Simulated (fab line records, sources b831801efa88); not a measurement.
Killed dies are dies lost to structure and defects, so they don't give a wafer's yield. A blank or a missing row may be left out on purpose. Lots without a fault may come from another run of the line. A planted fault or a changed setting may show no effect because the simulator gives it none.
fab line records | flow sfq_line
record lots=14 wafers=42 last_day=87
route steps=325 shown M2@99
lots that met no fault: from a run of the same line without faults
start_h: hours from the record's first day to the start of the lot's first wafer shown | wait_h: hours since the lot's step before | " the same as in the row above | L1.1+2: a row that stands for several wafers | - no value, or no start given | * or withheld: withheld | < > ~ a bound
route shown NAME@n: a module of which the file shows steps, and the number in the route of the first | usual: mean/standard deviation of fault-free wafers | same: alike in all rows | chamber/n: place in a boat | sites: the reading at each site | _std_site: their standard deviation | _edge_site: outer sites' mean less inner sites' | radius_mm: how far each site lies from the wafer's centre | mask NAME#n: copy n | behind: the tool/chamber that last shaped the wafer | hold: why the lot was held/for how many hours/how that ended | device: the transistor (n, p or np) that didn't switch | end of line: the same wafers' tests at the end of the route | a step without rows: its recipe alone | killed: dies lost to structure and defects at the first sort, not the wafer's yield | map: a wafer's dies, x killed, . not, _ none there
set.NAME: the setting as run; set.NAME@STEP: as run at that earlier step | model.NAME: the simulator's own value behind a step, which no gauge read
steps of the route over a sample of lots; a table a step, a row a wafer
services: from which hour (start_h, from the record's first day; less than 0 if before it) a tool's chamber was out of use, for how many hours, and why
## steps
# step SFQ_TRILAYER_M2_BARC_OPEN_METAL_ETCH_077
# recipe mask_material=PR chemistry=O2 target_depth_nm=125 target=BARC icp_w=600 bias_w=80 pressure_mtorr=10 time_s=41.7
# usual bias_w=80.01/0.23 drypump_motor_current_A=6.01/0.16 oes_product_au=0.685/0.0044 rf_fwd_power_W=593/3
# columns lot.wafer tool chamber start_h wait_h bias_w drypump_motor_current_A oes_product_au rf_fwd_power_W rf_hours_counter_h
L614.1 rie_metal-01 1 724.77 0.0 80.02 6.29 0.679 598 92
L614.5 " 0 " " 80.27 6.07 0.688 593 -
L614.6 " 1 " " 79.99 6.31 0.682 594 -
L615.1 rie_metal-03 0 734.37 0.0 80.03 5.95 0.687 599 45
L615.3 " 1 " " 80.50 5.97 0.680 588 -
L615.4 " 0 " " 79.96 5.94 0.674 601 -
L616.2 rie_metal-01 1 735.57 0.0 80.13 6.29 0.675 593 94
L616.4 " 1 " " 80.01 6.30 0.685 591 -
L616.6 " 0 " " 80.24 6.07 0.686 589 -
L617.2 rie_metal-01 1 753.09 0.0 79.94 6.27 0.691 594 96
L617.5 " 0 " " 79.72 6.11 0.676 591 -
L617.6 " 1 " " 79.35 6.28 0.675 592 -
L618.1 rie_metal-03 1 762.69 0.0 79.93 5.95 0.692 591 116
L618.5 " 1 " " 79.85 5.96 0.680 591 -
L618.6 " 0 " " 79.68 5.93 0.681 596 -
L619.1 rie_metal-03 0 773.61 0.0 80.11 5.96 0.675 597 52
L619.2 " 1 " " 80.35 5.96 0.678 589 118
L619.4 " 0 " " 79.72 5.92 0.687 595 -
L620.2 rie_metal-03 1 777.21 0.0 80.29 5.96 0.678 592 119
L620.4 " 1 " " 80.58 5.97 0.682 591 -
L620.6 " 0 " " 80.12 5.95 0.687 596 -
L621.2 rie_metal-03 1 792.81 0.0 79.87 5.94 0.685 589 120
L621.4 " 0 " " 79.75 5.92 0.680 594 -
L621.6 " 0 " " 80.01 5.91 0.680 595 -
L625.1 rie_metal-01 0 814.42 0.0 79.67 6.12 0.688 590 58
L625.3 " 0 " " 79.85 6.05 0.685 591 -
L625.6 " 0 " " 79.71 6.13 0.692 592 -
L630.1 rie_metal-03 1 857.44 0.0 79.83 5.94 0.688 497 128
L630.3 " 0 " " 79.91 5.94 0.684 595 -
L630.4 " 1 " " 79.96 5.95 0.688 495 -
L631.1 rie_metal-03 1 859.84 0.0 79.94 5.96 0.683 495 128
L631.3 " 0 " " 79.95 5.94 0.689 592 -
L631.4 " 1 " " 79.96 5.95 0.685 493 -
L632.2 rie_metal-01 1 873.98 0.0 79.76 6.28 0.680 593 114
L632.3 " 0 " " 79.92 6.10 0.686 593 -
L632.6 " 0 " " 79.94 6.09 0.682 587 -
L633.1 rie_metal-01 1 883.58 0.0 80.18 6.30 0.686 591 116
L633.4 " 0 " " 79.90 6.12 0.685 588 -
L633.5 " 1 " " 80.15 6.32 0.684 591 -
L637.2 rie_metal-02 0 921.98 0.0 80.10 5.61 0.693 595 134
L637.5 " 1 " " 80.19 5.78 0.686 585 -
L637.6 " 0 " " 79.81 5.63 0.679 595 -
## services
# columns tool chamber start_h hours kind
rie_metal-02 - 800.98 2.8 pm
rie_metal-02 1 827.57 4.6 repair
rie_metal-03 - 850.24 2.8 pm
rie_metal-01 - 854.49 0.2 repair
rie_metal-02 - 909.64 1.3 repair
## key
first_sign step=SFQ_TRILAYER_M2_BARC_OPEN_METAL_ETCH_077 reading=rf_fwd_power_W direction=down sigmas=32 usual=593 struck=495
effect none on later readings
met_at SFQ_TRILAYER_M2_BARC_OPEN_METAL_ETCH_077
struck_lots L630,L631
struck_wafers L630.1,L630.4,L631.1,L631.4
onset_between 792.81 857.44
fault kind=process_parameter_drift tool=rie_metal-03 chamber=1 onset_h=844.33 steps=SFQ_TRILAYER_M2_BARC_OPEN_METAL_ETCH_077 channel=icp_w offset=-96 shape=step end_h=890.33 acts_in=these_recipes_only stated=600
